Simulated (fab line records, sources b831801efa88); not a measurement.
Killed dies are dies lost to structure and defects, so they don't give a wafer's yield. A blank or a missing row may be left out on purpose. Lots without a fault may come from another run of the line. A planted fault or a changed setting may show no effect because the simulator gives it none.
fab line records | flow sky130
record lots=12 wafers=36 last_day=50
route steps=708 shown SD_P@330 SD_N@344 LI_CONTACT@365 PAD_OPEN@708
lots that met no fault: from a run of the same line without faults
start_h: hours from the record's first day to the start of the lot's first wafer shown | wait_h: hours since the lot's step before | " the same as in the row above | L1.1+2: a row that stands for several wafers | - no value, or no start given | * or withheld: withheld | < > ~ a bound
route shown NAME@n: a module of which the file shows steps, and the number in the route of the first | usual: mean/standard deviation of fault-free wafers | same: alike in all rows | chamber/n: place in a boat | sites: the reading at each site | _std_site: their standard deviation | _edge_site: outer sites' mean less inner sites' | radius_mm: how far each site lies from the wafer's centre | mask NAME#n: copy n | behind: the tool/chamber that last shaped the wafer | hold: why the lot was held/for how many hours/how that ended | device: the transistor (n, p or np) that didn't switch | end of line: the same wafers' tests at the end of the route | a step without rows: its recipe alone | killed: dies lost to structure and defects at the first sort, not the wafer's yield | map: a wafer's dies, x killed, . not, _ none there
set.NAME: the setting as run; set.NAME@STEP: as run at that earlier step | model.NAME: the simulator's own value behind a step, which no gauge read
steps of the route over a sample of lots; a table a step, a row a wafer
services: from which hour (start_h, from the record's first day; less than 0 if before it) a tool's chamber was out of use, for how many hours, and why
## steps
# step SKY_SD_P_STRIP_10
# recipe chemistry=O2/N2 power_w=1400 pressure_mtorr=1500 platen_temp_c=withheld o2_flow_sccm=3000 n2_flow_sccm=300 overash_fraction=0.5
# usual drypump_motor_current_A=5.8/0.31 oes_product_au=0.617/0.0046 strip_time_to_endpoint_s=17.48/0.049
# columns lot.wafer tool chamber start_h wait_h drypump_motor_current_A oes_product_au rf_hours_counter_h strip_time_to_endpoint_s
L124.2 plasma_asher-03 0 594.23 0.1 6.1 0.616 16 17.43
L124.3 " 1 " " 5.9 0.616 - 17.41
L124.6 " 0 " " 6.1 0.615 - 17.44
L128.2 plasma_asher-01 1 633.75 0.1 5.5 0.618 49 17.45
L128.3 " 0 " " 6.0 0.613 - 17.46
L128.6 " 0 " " 5.9 0.612 - 17.50
L131.1 plasma_asher-01 1 667.00 0.1 5.5 0.608 52 17.50
L131.2 " 0 " " 6.0 0.620 52 17.51
L131.3 " 1 " " 5.5 0.606 - 17.53
L132.1 plasma_asher-01 0 686.60 0.1 6.0 0.611 54 17.43
L132.2 " 1 " " 5.5 0.618 54 17.44
L132.3 " 0 " " 6.0 0.621 - 17.43
L133.1 plasma_asher-02 0 693.52 0.1 5.1 0.609 101 17.52
L133.3 " 1 " " 6.2 0.610 - 17.53
L133.6 " 0 " " 5.1 0.606 - 17.54
L134.2 plasma_asher-02 1 698.12 0.1 6.2 0.613 101 17.40
L134.4 " 1 " " 6.2 0.620 - 17.42
L134.6 " 0 " " 5.1 0.610 - 17.43
L136.1 plasma_asher-01 0 701.37 0.1 5.9 0.619 55 17.48
L136.3 " 0 " " 6.0 0.624 - 17.53
L136.6 " 0 " " 6.0 0.609 - 17.44
L137.2 plasma_asher-03 0 714.80 0.1 6.1 0.610 29 17.49
L137.4 " 1 " " 5.8 0.621 - 17.48
L137.5 " 0 " " 6.1 0.609 - 17.46
L138.1 plasma_asher-03 0 718.08 0.1 6.0 0.618 29 17.45
L138.3 " 1 " " 5.9 0.614 - 17.44
L138.6 " 1 " " 5.9 0.619 - 17.45
L139.1 plasma_asher-01 0 728.50 0.1 5.9 0.615 58 17.51
L139.2 " 1 " " 5.5 0.617 58 17.49
L139.3 " 0 " " 5.9 0.620 - 17.50
L142.1 plasma_asher-01 0 746.20 0.1 6.0 0.612 60 17.54
L142.2 " 1 " " 5.5 0.620 60 17.55
L142.6 " 0 " " 6.0 0.614 - 17.51
L143.4 plasma_asher-01 0 752.71 0.1 6.0 0.614 - 17.48
L143.5 " 1 " " 5.5 0.610 - 17.49
L143.6 " 0 " " 5.9 0.621 - 17.53
# step SKY_SD_N_COAT_02
# recipe resist=NOVOLAK spin_rpm=3000 resist_thk_nm=1140
# columns lot.wafer tool chamber start_h wait_h
L124.2+3+6 litho_track-01 0 639.01 0.1
L128.2+3+6 litho_track-04 0 676.84 0.1
L131.1+2+3 litho_track-03 0 708.72 0.1
L132.1+2+3 litho_track-04 0 729.02 0.1
L133.1+3+6 litho_track-04 0 735.02 0.1
L134.2+4+6 litho_track-01 0 739.42 0.1
L136.1+3+6 litho_track-04 0 743.87 0.1
L137.2+4+5 litho_track-04 0 756.39 0.1
L138.1+3+6 litho_track-04 0 758.87 0.1
L139.1+2+3 litho_track-01 0 770.24 0.1
L142.1+2+6 litho_track-04 0 786.97 0.1
L143.4+5+6 litho_track-04 0 792.94 0.1
# step SKY_SD_N_STRIP_11
# recipe chemistry=O2/N2 power_w=1400 pressure_mtorr=1500 platen_temp_c=withheld o2_flow_sccm=3000 n2_flow_sccm=300 overash_fraction=0.5
# usual drypump_motor_current_A=5.7/0.5 oes_product_au=0.527/0.0043 strip_time_to_endpoint_s=22.55/0.038
# columns lot.wafer tool chamber start_h wait_h drypump_motor_current_A oes_product_au rf_hours_counter_h strip_time_to_endpoint_s
L124.2 plasma_asher-03 0 654.00 0.1 6.1 0.526 23 22.61
L124.3 " 1 " " 5.8 0.533 - 22.62
L124.6 " 1 " " 5.8 0.529 - 22.58
L128.2 plasma_asher-04 1 691.43 0.1 4.9 0.521 88 22.48
L128.3 " 0 " " 6.1 0.528 - 22.51
L128.6 " 0 " " 6.1 0.522 - 22.51
L131.1 plasma_asher-02 1 723.02 0.1 6.1 0.527 104 22.62
L131.2 " 0 " " 5.1 0.526 104 22.57
L131.3 " 0 " " 5.1 0.533 - 22.55
L132.1 plasma_asher-04 1 744.02 0.1 4.9 0.520 94 22.58
L132.2 " 0 " " 6.1 0.522 94 22.58
L132.3 " 0 " " 6.1 0.520 - 22.60
L133.1 plasma_asher-04 1 749.50 0.1 4.9 0.521 94 22.54
L133.3 " 1 " " 4.9 0.531 - 22.57
L133.6 " 0 " " 6.1 0.519 - 22.55
L134.2 plasma_asher-03 0 753.72 0.1 6.1 0.529 32 22.52
L134.4 " 0 " " 6.1 0.530 - 22.56
L134.6 " 1 " " 5.8 0.530 - 22.55
L136.1 plasma_asher-03 0 757.72 0.1 6.0 0.529 33 22.56
L136.3 " 1 " " 5.8 0.528 - 22.58
L136.6 " 0 " " 6.1 0.524 - 22.65
L137.2 plasma_asher-03 1 770.82 0.1 5.8 0.524 34 22.57
L137.4 " 0 " " 6.1 0.520 - 22.54
L137.5 " 1 " " 5.8 0.539 - 22.54
L138.1 plasma_asher-02 0 773.20 0.1 5.1 0.530 2 22.58
L138.3 " 0 " " 5.1 0.521 - 22.57
L138.6 " 1 " " 6.2 0.532 - 22.58
L139.1 plasma_asher-03 0 784.03 0.1 6.1 0.529 36 22.50
L139.2 " 1 " " 5.8 0.536 36 22.53
L139.3 " 0 " " 6.1 0.527 - 22.56
L142.1 plasma_asher-03 0 801.30 0.1 6.0 0.524 37 21.94
L142.2 " 1 " " 5.9 0.527 37 21.99
L142.6 " 0 " " 6.0 0.523 - 21.87
L143.4 plasma_asher-04 1 806.68 0.1 4.9 0.529 - 21.89
L143.5 " 1 " " 4.9 0.519 - 21.94
L143.6 " 0 " " 6.1 0.521 - 21.92
# step SKY_LI_CONTACT_BOW_MEAS_03
# recipe mode=bow
# usual LI_CONTACT_BOW=55/6.9
# columns lot.wafer tool chamber start_h wait_h LI_CONTACT_BOW[um]
L124.2 film_metro-04 - 655.24 0.2 44
L124.3 " - " " 40
L124.6 " - " " 54
L128.2 film_metro-04 - 692.67 0.2 72
L128.3 " - " " 62
L128.6 " - " " 56
L131.1 film_metro-04 - 724.25 0.2 57
L131.2 " - " " 59
L131.3 " - " " 72
L132.1 film_metro-02 - 745.49 0.1 69
L132.2 " - " " 54
L132.3 " - " " 47
L133.1 film_metro-03 - 750.74 0.1 59
L133.3 " - " " 51
L133.6 " - " " 58
L134.2 film_metro-03 - 755.03 0.2 60
L134.4 " - " " 46
L134.6 " - " " 50
L136.1 film_metro-03 - 758.96 0.1 55
L136.3 " - " " 67
L136.6 " - " " 51
L137.2 film_metro-03 - 772.07 0.2 63
L137.4 " - " " 39
L137.5 " - " " 50
L138.1 film_metro-02 - 774.42 0.2 55
L138.3 " - " " 54
L138.6 " - " " 55
L139.1 film_metro-02 - 785.25 0.1 57
L139.2 " - " " 61
L139.3 " - " " 68
L142.1 film_metro-03 - 802.55 0.1 63
L142.2 " - " " 67
L142.6 " - " " 57
L143.4 film_metro-04 - 807.93 0.3 55
L143.5 " - " " 57
L143.6 " - " " 58
# step SKY_LI_CONTACT_ETCH_15
# recipe target=PSG chemistry=C4F8/O2/Ar stop_on=Si taper_deg=4.15 mask_material=KrF-thick source_w=1500 bias_w=1200 pressure_mtorr=40 c4f8_flow_sccm=withheld O2_flow_sccm=6 Ar_flow_sccm=300 time_s=withheld target_depth_a=6000
# usual oes_product_au=0.837/0.0043
# columns lot.wafer tool chamber start_h wait_h oes_product_au
L124.2 rie_diel-02 0 683.80 0.0 0.828
L124.3 " 2 " " 0.834
L124.6 " 0 " " 0.837
L128.2 rie_diel-02 1 720.89 0.0 0.837
L128.3 " 0 " " 0.837
L128.6 " 1 " " 0.843
L131.1 rie_diel-02 1 751.75 0.0 0.843
L131.2 " 3 " " 0.837
L131.3 " 0 " " 0.838
L132.1 rie_diel-01 3 773.25 0.0 0.835
L132.2 " 1 " " 0.835
L132.3 " 0 " " 0.839
L133.1 rie_diel-02 0 778.15 0.0 0.843
L133.3 " 2 " " 0.838
L133.6 " 0 " " 0.842
L134.2 rie_diel-02 2 782.22 0.0 0.835
L134.4 " 1 " " 0.836
L134.6 " 0 " " 0.841
L136.1 rie_diel-04 3 786.44 0.0 0.834
L136.3 " 0 " " 0.835
L136.6 " 2 " " 0.829
L137.2 rie_diel-04 1 798.89 0.0 0.836
L137.4 " 0 " " 0.840
L137.5 " 2 " " 0.843
L138.1 rie_diel-04 3 801.69 0.0 0.840
L138.3 " 0 " " 0.837
L138.6 " 0 " " 0.838
L139.1 rie_diel-02 3 812.30 0.0 0.835
L139.2 " 2 " " 0.839
L139.3 " 0 " " 0.832
L142.1 rie_diel-04 3 828.70 0.0 0.829
L142.2 " 0 " " 0.829
L142.6 " 3 " " 0.838
L143.4 rie_diel-01 2 834.84 0.0 0.843
L143.5 " 1 " " 0.845
L143.6 " 2 " " 0.838
# step SKY_PAD_OPEN_PROBE_99
# usual killed_at_M0_to_M3=46/6.7 killed_at_M4_up=3.3/2 killed_at_contacts=24/5.4 killed_at_front_end=15/4.3 killed_at_other=0.4/0.64 killed_dies=89/9.1 killed_on_rim=17/3.7 killed_open=48/7.2 killed_short=40/6.3
# same gross_dies=492 killed_at_back_side=0
# columns lot.wafer tool chamber start_h wait_h killed_at_M0_to_M3 killed_at_M4_up killed_at_contacts killed_at_front_end killed_at_other killed_dies killed_on_rim killed_open killed_short
L124.2 prober-01 - 1086.28 0.1 55 1 21 15 1 93 21 52 41
L124.3 prober-01 - 1086.33 0.2 40 5 25 16 1 87 15 46 41
L124.6 prober-01 - 1086.48 0.2 51 2 22 23 0 98 14 51 46
L132.1 prober-02 - 1152.10 0.1 38 2 16 16 0 72 13 36 36
L132.2 prober-02 - 1152.15 0.1 58 1 19 17 0 95 17 53 41
L132.3 prober-02 - 1152.20 0.2 51 2 27 15 1 96 21 52 44
L133.1 prober-01 - 1156.68 0.1 42 4 35 17 0 98 20 61 37
L133.3 prober-01 - 1156.78 0.2 41 1 29 13 1 85 13 50 35
L133.6 prober-01 - 1156.93 0.2 47 2 24 17 0 90 11 41 49
L134.2 prober-02 - 1156.86 0.1 35 2 22 17 0 76 12 38 38
L134.4 prober-02 - 1156.96 0.2 41 3 39 16 0 99 13 55 44
L134.6 prober-02 - 1157.06 0.2 40 5 30 16 0 91 19 56 35
L136.1 prober-02 - 1162.66 0.1 44 4 28 5 0 81 12 46 35
L136.3 prober-02 - 1162.76 0.2 49 2 27 10 0 88 13 55 33
L136.6 prober-02 - 1162.91 0.2 46 4 16 15 1 82 15 50 32
L137.2 prober-01 - 1167.27 0.1 46 1 27 25 0 99 14 61 37
L137.4 prober-01 - 1167.37 0.2 42 4 18 17 0 81 19 42 39
L137.5 prober-01 - 1167.42 0.2 58 8 21 11 0 98 23 43 55
L138.1 prober-02 - 1169.97 0.1 43 5 24 18 0 90 14 53 37
L138.3 prober-02 - 1170.07 0.2 49 3 24 14 1 91 19 44 47
L138.6 prober-02 - 1170.22 0.2 40 2 16 21 0 79 11 43 36
# killed by level:class
L124.2 VIA2:geometric_particle:open=16 VIA1:geometric_particle:open=12 CONTACT:geometric_particle:short=9 VIA1:geometric_particle:short=9 CONTACT:geometric_particle:open=6 METAL1:geometric_particle:short=6 FIELD_ISO:geometric_particle:short=4 FIELD_ISO:geometric_particle:open=3
L124.3 VIA1:geometric_particle:open=12 CONTACT:geometric_particle:short=8 VIA2:geometric_particle:open=7 CONTACT:geometric_particle:open=6 FIELD_ISO:geometric_particle:short=5 LI_CONTACT:geometric_particle:open=5 LOCAL_INTERCONNECT:geometric_particle:short=4 VIA1:geometric_particle:short=4
L124.6 VIA1:geometric_particle:open=10 VIA1:geometric_particle:short=10 FIELD_ISO:geometric_particle:open=9 CONTACT:geometric_particle:open=9 METAL2:geometric_particle:short=8 VIA2:geometric_particle:open=8 LI_CONTACT:geometric_particle:open=6 POLY_GATE:geometric_particle:short=5
L132.1 VIA3:geometric_particle:open=10 METAL1:geometric_particle:short=7 FIELD_ISO:geometric_particle:short=6 LI_CONTACT:geometric_particle:open=5 CONTACT:geometric_particle:open=5 POLY_GATE:geometric_particle:open=4 VIA1:geometric_particle:open=4 POLY_GATE:geometric_particle:short=3
L132.2 VIA3:geometric_particle:open=13 CONTACT:geometric_particle:open=12 VIA1:geometric_particle:open=9 METAL1:geometric_particle:short=7 VIA2:geometric_particle:open=6 FIELD_ISO:geometric_particle:open=5 METAL2:geometric_particle:short=5 VIA3:geometric_particle:short=5
L132.3 VIA1:geometric_particle:open=10 CONTACT:geometric_particle:open=9 METAL1:geometric_particle:short=8 LI_CONTACT:geometric_particle:open=7 VIA2:geometric_particle:open=7 POLY_GATE:geometric_particle:open=6 LOCAL_INTERCONNECT:geometric_particle:short=6 VIA3:geometric_particle:short=6
L133.1 CONTACT:geometric_particle:open=14 LI_CONTACT:geometric_particle:open=11 FIELD_ISO:geometric_particle:open=9 VIA1:geometric_particle:open=9 VIA3:geometric_particle:open=9 VIA3:geometric_particle:short=5 METAL4:geometric_particle:short=4 FIELD_ISO:geometric_particle:short=3
L133.3 VIA1:geometric_particle:open=11 CONTACT:geometric_particle:open=10 LI_CONTACT:geometric_particle:open=7 VIA2:geometric_particle:open=6 VIA3:geometric_particle:short=6 VIA3:geometric_particle:open=5 LOCAL_INTERCONNECT:geometric_particle:short=4 CONTACT:geometric_particle:short=4
L134.2 FIELD_ISO:geometric_particle:short=8 VIA2:geometric_particle:open=7 CONTACT:geometric_particle:open=7 VIA1:geometric_particle:open=6 LI_CONTACT:geometric_particle:open=5 CONTACT:geometric_particle:short=5 METAL2:geometric_particle:short=5 VIA3:geometric_particle:open=5
L133.6 METAL1:geometric_particle:short=9 CONTACT:geometric_particle:open=8 LI_CONTACT:geometric_particle:open=7 VIA1:geometric_particle:open=7 FIELD_ISO:geometric_particle:short=6 METAL2:geometric_particle:short=6 VIA2:geometric_particle:open=5 CONTACT:geometric_particle:short=5
L134.4 CONTACT:geometric_particle:open=16 VIA1:geometric_particle:open=11 LI_CONTACT:geometric_particle:open=8 CONTACT:geometric_particle:short=7 VIA3:geometric_particle:open=7 LI_CONTACT:geometric_particle:short=5 FIELD_ISO:geometric_particle:open=4 FIELD_ISO:geometric_particle:short=4
L134.6 CONTACT:geometric_particle:open=16 LI_CONTACT:geometric_particle:open=8 VIA3:geometric_particle:open=7 VIA2:geometric_particle:open=7 VIA1:geometric_particle:open=6 VIA1:geometric_particle:short=6 METAL2:geometric_particle:short=6 FIELD_ISO:geometric_particle:short=4
L136.1 VIA1:geometric_particle:open=11 CONTACT:geometric_particle:open=9 VIA3:geometric_particle:open=8 CONTACT:geometric_particle:short=7 METAL1:geometric_particle:short=7 VIA1:geometric_particle:short=6 VIA2:geometric_particle:open=6 LI_CONTACT:geometric_particle:short=5
L136.3 VIA1:geometric_particle:open=16 CONTACT:geometric_particle:open=12 LI_CONTACT:geometric_particle:open=8 METAL1:geometric_particle:short=6 VIA2:geometric_particle:open=6 VIA1:geometric_particle:short=5 CONTACT:geometric_particle:short=4 VIA2:geometric_particle:short=4
L136.6 VIA1:geometric_particle:open=13 VIA2:geometric_particle:open=9 VIA3:geometric_particle:open=8 SPACER:geometric_particle:open=5 POLY_GATE:geometric_particle:open=4 VIA1:geometric_particle:short=4 LOCAL_INTERCONNECT:geometric_particle:short=4 METAL2:geometric_particle:short=4
L137.2 VIA1:geometric_particle:open=19 LI_CONTACT:geometric_particle:open=11 POLY_GATE:geometric_particle:open=9 CONTACT:geometric_particle:open=9 FIELD_ISO:geometric_particle:short=5 LOCAL_INTERCONNECT:geometric_particle:short=5 VIA1:geometric_particle:short=5 METAL2:geometric_particle:short=5
L137.4 VIA1:geometric_particle:open=8 CONTACT:geometric_particle:open=6 METAL2:geometric_particle:short=6 VIA3:geometric_particle:open=6 VIA2:geometric_particle:open=5 VIA1:geometric_particle:short=5 METAL3:geometric_particle:short=5 FIELD_ISO:geometric_particle:open=4
L137.5 VIA1:geometric_particle:open=10 METAL2:geometric_particle:short=9 CONTACT:geometric_particle:open=8 VIA2:geometric_particle:open=8 VIA2:geometric_particle:short=6 METAL4:geometric_particle:short=5 VIA1:geometric_particle:short=5 METAL2:geometric_particle:open=4
L138.1 CONTACT:geometric_particle:open=12 VIA2:geometric_particle:open=9 VIA1:geometric_particle:open=9 METAL2:geometric_particle:short=6 FIELD_ISO:geometric_particle:short=5 VIA1:geometric_particle:short=5 VIA3:geometric_particle:open=5 LI_CONTACT:geometric_particle:open=4
L138.3 VIA1:geometric_particle:open=11 CONTACT:geometric_particle:open=8 METAL1:geometric_particle:short=8 LI_CONTACT:geometric_particle:open=6 VIA2:geometric_particle:open=6 CONTACT:geometric_particle:short=5 METAL2:geometric_particle:short=5 VIA2:geometric_particle:short=4
L138.6 FIELD_ISO:geometric_particle:open=9 VIA2:geometric_particle:open=9 CONTACT:geometric_particle:open=7 METAL2:geometric_particle:short=7 FIELD_ISO:geometric_particle:short=6 VIA1:geometric_particle:open=5 LI_CONTACT:geometric_particle:open=4 METAL1:geometric_particle:short=3
## services
# columns tool chamber start_h hours kind
litho_track-04 - 585.54 - consumable_replace:filter
rie_diel-04 2 587.72 3.6 repair
rie_diel-02 0 628.02 - clean
rie_diel-02 0 628.02 27.5 scheduled_down
rie_diel-02 0 628.02 27.5 vent_cycle
plasma_asher-01 - 642.55 2.3 repair
plasma_asher-02 - 649.00 3.1 repair
plasma_asher-03 - 658.05 1.7 repair
rie_diel-01 0 676.67 6.6 repair
rie_diel-01 3 684.43 9.5 repair
plasma_asher-01 - 692.92 4.6 repair
rie_diel-04 0 698.06 1.8 repair
plasma_asher-04 - 711.74 1.2 repair
rie_diel-01 1 728.51 5.6 repair
plasma_asher-02 - 733.75 9.0 pm
plasma_asher-03 - 743.86 1.3 repair
plasma_asher-02 - 750.87 11.6 repair
rie_diel-01 - 758.15 14.6 pm
rie_diel-02 3 775.90 12.9 repair
plasma_asher-01 - 781.18 3.2 repair
plasma_asher-01 - 786.86 2.8 pm
rie_diel-02 3 788.80 - clean
rie_diel-02 3 788.80 18.6 scheduled_down
rie_diel-01 2 814.95 5.2 repair
## key
first_sign step=SKY_SD_N_STRIP_11 reading=strip_time_to_endpoint_s direction=down sigmas=17 usual=* struck=*
effect none on later readings
met_at SKY_SD_N_COAT_02
struck_lots L142,L143
tester_left_out L142,L143
not_acting_at SKY_SD_P_STRIP_10,SKY_LI_CONTACT_BOW_MEAS_03,SKY_LI_CONTACT_ETCH_15
onset_between 758.87 786.97
also_fits time
fault kind=process_parameter_drift tool=litho_track-04 chamber=- onset_h=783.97 steps=SKY_SD_N_COAT_02 channel=resist_thk_nm offset=-53.867 shape=step end_h=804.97 acts_in=these_recipes_only stated=1140
# tester_left_out: of these lots the tester's yield and bins aren't shown, on N5 and GAA mostly nor the transistor test; their killed dies are dies lost to structure and defects alone, not to doping, threshold or leakage, so they don't give the yield
